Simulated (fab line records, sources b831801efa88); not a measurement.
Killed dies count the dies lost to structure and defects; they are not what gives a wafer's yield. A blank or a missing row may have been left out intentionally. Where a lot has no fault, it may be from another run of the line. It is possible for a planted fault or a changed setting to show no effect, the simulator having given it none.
Problem report in the 8D (eight disciplines) form, filled by code ; flow sky130 ; the parts of the form that need people (team, actions taken, sign-off) are left out

1. PROBLEM STATEMENT
On 3 wafers of 1 lot, killed_at_M4_up at SKY_PAD_OPEN_PROBE_99 has a mean of 53.0; fault-free wafers read 3.1, standard deviation 2. That puts it +25 standard deviations away from the usual mean.
First seen on wafer L898.3, day 49 22:41, on prober-02. The record holds 3 wafers of 1 lot with a number at this step. Rule for "out" (also "out of limits"): further than 4 standard deviations from the usual mean. The rest of the wafers with a number are treated as sound.

2. WHAT IT IS, AND WHAT IT ISN'T
question;is;is not
which readings at this step;killed_at_M4_up;killed_at_M0_to_M3, killed_at_contacts, killed_at_front_end, killed_at_other, killed_open, killed_short, sort_bin_6_memory
which lots;L898;-
which wafers of those lots;all that have a number;-
read on which tools;prober-02;-
when;from day 49 22:41;up to then (0 sound wafers)

3. SUSPECTS, AND WHAT RULES EACH OUT
Counting: any tool at a process step up to the reading is kept as a suspect provided that every lot that is out went through it and no sound lot did after the first of them.
- pvd_sputter-01 at SKY_METAL4_SPUTTER_00 (material Ti, target thk 15 nm, time 10 s): kept. It ran the lot that is out, L898 (day 44 16:07), and no sound lot after that.
- wet_bench-04 at SKY_METAL5_CLEAN_18 (cleans in IPA, time 180 s): kept. It ran the lot that is out, L898 (day 48 06:43), and no sound lot after that.
- prober-02 at SKY_PAD_OPEN_PROBE_99: kept. It ran the lot that is out, L898 (day 49 22:41), and no sound lot after that. Its own readings are out on those wafers: killed_at_M4_up.
Still standing after the count: pvd_sputter-01 at SKY_METAL4_SPUTTER_00, wet_bench-04 at SKY_METAL5_CLEAN_18, prober-02 at SKY_PAD_OPEN_PROBE_99.

4. THE CAUSE (what the simulator had put in)
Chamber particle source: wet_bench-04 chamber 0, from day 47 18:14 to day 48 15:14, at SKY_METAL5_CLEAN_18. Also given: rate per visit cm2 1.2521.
Counting left 3 suspects, and this tool is among them.

5. SEQUENCE OF EFFECTS, ordered by route
Each row: a reading where the mean over the struck wafers with a number is more than 3 standard deviations away from the usual. Only readings for which the record gives a usual standard deviation are gone through. hours: the time from each lot's start at the first step in this table that gives one to its start at this step, as a median over the lots. sigmas: the change in usual standard deviations.
hours;step;reading;usual;on struck wafers;change;sigmas
0;SKY_PAD_OPEN_PROBE_99;defect_limited_yield;82.8 %;75.0;-7.8;-3.9
0;SKY_PAD_OPEN_PROBE_99;killed_at_M4_up;3.1;53.0;+49.9;+25
0;SKY_PAD_OPEN_PROBE_99;killed_dies;85;123;+38;+3.9
0;SKY_PAD_OPEN_PROBE_99;sort_bin_3_pad_short;0.9 %;3.6;+2.7;+5.6
0;SKY_PAD_OPEN_PROBE_99;sort_n_pass;407;369;-38;-3.9
0;SKY_PAD_OPEN_PROBE_99;sort_yield_pct;82.8 %;75.0;-7.8;-3.9
The process steps in it:
- SKY_PAD_OPEN_PROBE_99

6. HOW IT WOULD HAVE BEEN CAUGHT EARLIER
52 hours passed between the start of the fault at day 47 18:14 and the first reading out of limits in this record, taken at day 49 22:41.
By day 49 22:41 the whole set of lots that are out, 1 in number, had already begun SKY_METAL5_CLEAN_18 on wet_bench-04. Holding the tool at that point would not have protected any of them.
